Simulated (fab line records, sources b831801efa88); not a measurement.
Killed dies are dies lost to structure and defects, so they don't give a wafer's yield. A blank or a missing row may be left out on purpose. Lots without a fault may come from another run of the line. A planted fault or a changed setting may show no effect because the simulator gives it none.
Chamber matching | flow gf180mcu | GF_V4_ETCH_16 on rie_diel-04: 4 sister chambers
The step etches BARC in N2/H2. 4 wafers are shown with their chamber, then 10 later ones without.

WAFERS WITH THEIR CHAMBER
wafer  | chamber | bias_w (W)
L087.5 | 3       | 100.65
L090.3 | 1       | 99.84
L091.1 | 0       | 100.04
L091.2 | 2       | 99.73

WAFERS WITHOUT THEIR CHAMBER
wafer  | bias_w (W)
L091.5 | 99.96
L092.3 | 100.28
L092.4 | 100.16
L092.6 | 99.90
L095.3 | 99.68
L095.5 | 99.84
L095.6 | 100.32
L096.2 | 99.77
L096.3 | 100.00
L096.5 | 99.76

WHICH CHAMBER EACH WENT THROUGH
wafer  | from the rows above          | in truth
L091.5 | can't be placed: 0 or 1 or 2 | 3
L092.3 | can't be placed: 0 or 3 or 1 | 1
L092.4 | can't be placed: 0 or 1      | 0
L092.6 | can't be placed: 1 or 0 or 2 | 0
L095.3 | can't be placed: 2 or 1      | 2
L095.5 | can't be placed: 1 or 2 or 0 | 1
L095.6 | can't be placed: 0 or 3 or 1 | 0
L096.2 | can't be placed: 2 or 1 or 0 | 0
L096.3 | can't be placed: 0 or 1 or 2 | 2
L096.5 | can't be placed: 2 or 1 or 0 | 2
Placed correctly: 0 of 10. Can't be placed from these rows: 10 (the true chamber is among the candidates in 9). Placed wrongly: 0.
How it was worked out, from the rows above alone: a wafer's distance from a chamber is the root of the sum, over the readings, of the square of ((its reading less the chamber's mean) divided by the reading's scatter). The wafer belongs to the nearest chamber; if the next one is less than 2 further off, it can't be placed. A chamber's mean is the mean of its shown wafers. The scatter: with one shown wafer a chamber, the root of the mean of the squares of how far each hidden wafer lies from its nearest shown one.
